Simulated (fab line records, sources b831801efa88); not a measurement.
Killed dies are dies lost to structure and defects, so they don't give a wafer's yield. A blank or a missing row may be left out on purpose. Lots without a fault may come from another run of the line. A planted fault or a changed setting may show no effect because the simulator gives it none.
Which tool did it? | flow sky130 | 11 lots, 33 wafers sampled, at 6 steps of a route of 708

WHAT THE GAUGES READ, wafer by wafer
SKY_CONTACT_THK_MEAS_01.
lot  | measured     | on            | CONTACT_CVD_00_THK (nm)
L316 | day 31 03:00 | film_metro-04 | 76.0 74.9 75.2
L317 | day 31 13:52 | film_metro-02 | 74.0 77.2 75.4
L318 | day 31 23:29 | film_metro-04 | 74.5 75.6 76.2
L319 | day 32 03:52 | film_metro-02 | 150.3 150.5 151.8
L321 | day 33 01:49 | film_metro-02 | 74.1 75.3 76.2
L325 | day 34 17:45 | film_metro-01 | 152.5 152.6 151.6
L330 | day 36 07:38 | film_metro-01 | 74.8 75.6 76.1
L328 | day 36 09:56 | film_metro-01 | 73.6 75.4 75.6
L333 | day 36 16:17 | film_metro-01 | 74.9 76.1 77.0
L335 | day 37 03:47 | film_metro-02 | 74.9 75.3 74.9
L336 | day 37 18:17 | film_metro-02 | 73.3 74.8 75.8

SKY_METAL2_RS_MEAS_05: measures by four-point-probe.
lot  | measured     | on            | METAL2_ALCU_RS (ohm/sq)
L316 | day 34 17:14 | film_metro-03 | 0.1282 0.1281 0.1289
L317 | day 35 03:32 | film_metro-04 | 0.1273 0.1273 0.1280
L318 | day 35 12:31 | film_metro-03 | 0.1288 0.1287 0.1285
L321 | day 36 14:14 | film_metro-01 | 0.1262 0.1245 0.1254
L330 | day 39 17:25 | film_metro-01 | 0.1263 0.1263 0.1257
L328 | day 39 19:56 | film_metro-03 | 0.1285 0.1270 0.1280
L333 | day 40 02:04 | film_metro-01 | 0.1262 0.1255 0.1263
L335 | day 40 12:04 | film_metro-03 | 0.1257 0.1261 0.1259
L336 | day 41 03:38 | film_metro-04 | 0.1282 0.1291 0.1295

SKY_METAL2_CD_MEAS_15: target cd 140 nm.
lot  | measured     | on        | cd_nm (nm)
L316 | day 35 19:35 | cd_sem-01 | 141.4 142.0 140.9
L317 | day 36 06:10 | cd_sem-01 | 139.8 140.0 139.5
L318 | day 36 14:28 | cd_sem-01 | 140.6 138.4 138.8
L321 | day 37 16:41 | cd_sem-02 | 140.1 140.5 140.0
L330 | day 40 18:17 | cd_sem-02 | 141.9 141.9 141.0
L328 | day 40 20:10 | cd_sem-01 | 139.6 140.7 140.1
L333 | day 41 02:38 | cd_sem-01 | 140.8 140.3 139.3
L335 | day 41 12:23 | cd_sem-01 | 140.9 140.0 141.7
L336 | day 42 03:41 | cd_sem-01 | 140.9 141.4 141.2

WHICH TOOL RAN EACH LOT (tool, then ch and the chambers of the sampled wafers, then the start)
lot  | SKY_SD_N_RTA_14                  | SKY_CONTACT_CVD_00              | SKY_CONTACT_ETCH_18
L316 | rtp_anneal-01 ch 0, day 28 16:20 | pecvd-02 ch 1,2, day 31 02:58   | rie_diel-03 ch 2,3, day 34 17:14 or earlier
L317 | rtp_anneal-02 ch 0, day 29 02:39 | pecvd-02 ch 0,2, day 31 13:49   | rie_diel-02 ch 0,1,3, day 35 03:32 or earlier
L318 | rtp_anneal-01 ch 0, day 29 12:34 | pecvd-03 ch 0,1, day 31 23:26   | rie_diel-04 ch 1,2,3, day 35 12:31 or earlier
L319 | rtp_anneal-02 ch 0, day 29 17:07 | pecvd-02 ch 1,2, day 32 03:00   | rie_diel-02 ch 0,2, day 47 05:07 or earlier
L321 | rtp_anneal-02 ch 0, day 30 16:09 | pecvd-03 ch 1,2, day 33 01:46   | rie_diel-04 ch 0,2,3, day 36 14:14 or earlier
L325 | rtp_anneal-02 ch 0, day 32 08:19 | pecvd-02 ch 0,2, day 34 17:00   | rie_diel-03 ch 0,1,2, day 49 01:19 or earlier
L330 | rtp_anneal-01 ch 0, day 33 23:07 | pecvd-02 ch 0,1, day 36 07:35   | rie_diel-04 ch 1,2,3, day 39 17:25 or earlier
L328 | rtp_anneal-02 ch 0, day 34 01:47 | pecvd-04 ch 0,1,2, day 36 09:55 | rie_diel-02 ch 1,3, day 39 19:56 or earlier
L333 | rtp_anneal-02 ch 0, day 34 09:12 | pecvd-04 ch 0,2, day 36 16:16   | rie_diel-03 ch 0,1,3, day 40 02:04 or earlier
L335 | rtp_anneal-02 ch 0, day 34 19:25 | pecvd-03 ch 0,2, day 37 03:43   | rie_diel-03 ch 0,3, day 40 12:04 or earlier
L336 | rtp_anneal-01 ch 0, day 35 11:27 | pecvd-03 ch 0,2, day 37 18:14   | rie_diel-02 ch 0,1,3, day 41 03:38 or earlier
- SKY_SD_N_RTA_14: time 2 s.
- SKY_CONTACT_CVD_00: deposits Si3N4, target thk 75 nm.
- SKY_CONTACT_ETCH_18: etches Si3N4 in CHF3/O2, stops on TiN, time 39 s, target depth 75 nm.

WHAT THE TOOLS THEMSELVES READ (means of the sampled wafers that have a number; where no wafer has one, the mark that the record gives instead)
SKY_SD_N_RTA_14.
lot  | tool          | lamp_power_pct (%) | ramp_down_c_per_s | wafer_temp_C_max
L316 | rtp_anneal-01 | 15.77              | 90.001            | 1077.6
L317 | rtp_anneal-02 | 15.77              | 90.000            | 1077.9
L318 | rtp_anneal-01 | 15.73              | 90.002            | 1079.4
L319 | rtp_anneal-02 | 15.75              | 89.997            | 1078.8
L321 | rtp_anneal-02 | 15.76              | 90.007            | 1078.0
L325 | rtp_anneal-02 | 15.72              | 90.009            | 1078.3
L330 | rtp_anneal-01 | 15.73              | 89.990            | 1077.6
L328 | rtp_anneal-02 | 15.74              | 89.996            | 1077.2
L333 | rtp_anneal-02 | 15.76              | 89.995            | 1077.1
L335 | rtp_anneal-02 | 15.75              | 89.994            | 1078.4
L336 | rtp_anneal-01 | 15.70              | 90.001            | 1077.5

SKY_CONTACT_CVD_00.
lot  | tool     | heater_power_w (W)
L316 | pecvd-02 | 645
L317 | pecvd-02 | 595
L318 | pecvd-03 | 702
L319 | pecvd-02 | 660
L321 | pecvd-03 | 807
L325 | pecvd-02 | 642
L330 | pecvd-02 | 679
L328 | pecvd-04 | 655
L333 | pecvd-04 | 637
L335 | pecvd-03 | 645
L336 | pecvd-03 | 605

SKY_CONTACT_ETCH_18.
lot  | tool        | chf3_flow_sccm (sccm) | drypump_motor_current_A (A) | oes_product_au (a.u.) | throttle_valve_pct (%)
L316 | rie_diel-03 | 49.94                 | 5.2                         | 0.856                 | 8.794
L317 | rie_diel-02 | 49.92                 | 5.8                         | 0.859                 | 8.784
L318 | rie_diel-04 | 50.01                 | 5.3                         | 0.858                 | 8.796
L319 | rie_diel-02 | 50.10                 | 6.1                         | 1.013                 | 8.832
L321 | rie_diel-04 | 50.00                 | 5.1                         | 0.856                 | 8.785
L325 | rie_diel-03 | 50.04                 | 5.5                         | 0.988                 | 8.817
L330 | rie_diel-04 | 50.06                 | 5.3                         | 0.860                 | 8.789
L328 | rie_diel-02 | 50.06                 | 5.8                         | 0.855                 | 8.792
L333 | rie_diel-03 | 50.08                 | 5.6                         | 0.857                 | 8.788
L335 | rie_diel-03 | 49.96                 | 5.7                         | 0.852                 | 8.793
L336 | rie_diel-02 | 49.94                 | 5.8                         | 0.855                 | 8.802

THE ANSWER, worked out from the rows above alone
Rule: what is usual is taken from the lots themselves. Put in order of their means at a reading, lots are off if they are a third of the lots or fewer, leave a main group of 4 or more, and stand apart from it by a gap of 3 or more times the standard deviation of the main group's means; of several such gaps the widest counts. A main group whose means are all the same, to the digits that the tables above print for the reading, isn't used. A lot without any number at a reading at which 4 lots or more have one is off too. The other lots that the step has rows for count as sound. The gauges are gone through in route order, then the tools' own readings, and for those a lot's mean is taken as printed above. The first step at which some lot is off is used, and at that step the reading that is off furthest; a lot without a number counts as furthest.
Off: L319, L325, at SKY_CONTACT_THK_MEAS_01 (CONTACT_CVD_00_THK). The main group: mean 75.3 nm, standard deviation 0.38.
A tool fits if, at a process step before that reading, it ran every lot that is off, and no sound lot after the first of them. The gauges at SKY_CONTACT_THK_MEAS_01 aren't tried: what is off there is off at SKY_CONTACT_ETCH_18 too, on other tools, and a gauge's error can't cause that. None of those tried fits.

WHAT THE SIMULATOR HAD PUT IN
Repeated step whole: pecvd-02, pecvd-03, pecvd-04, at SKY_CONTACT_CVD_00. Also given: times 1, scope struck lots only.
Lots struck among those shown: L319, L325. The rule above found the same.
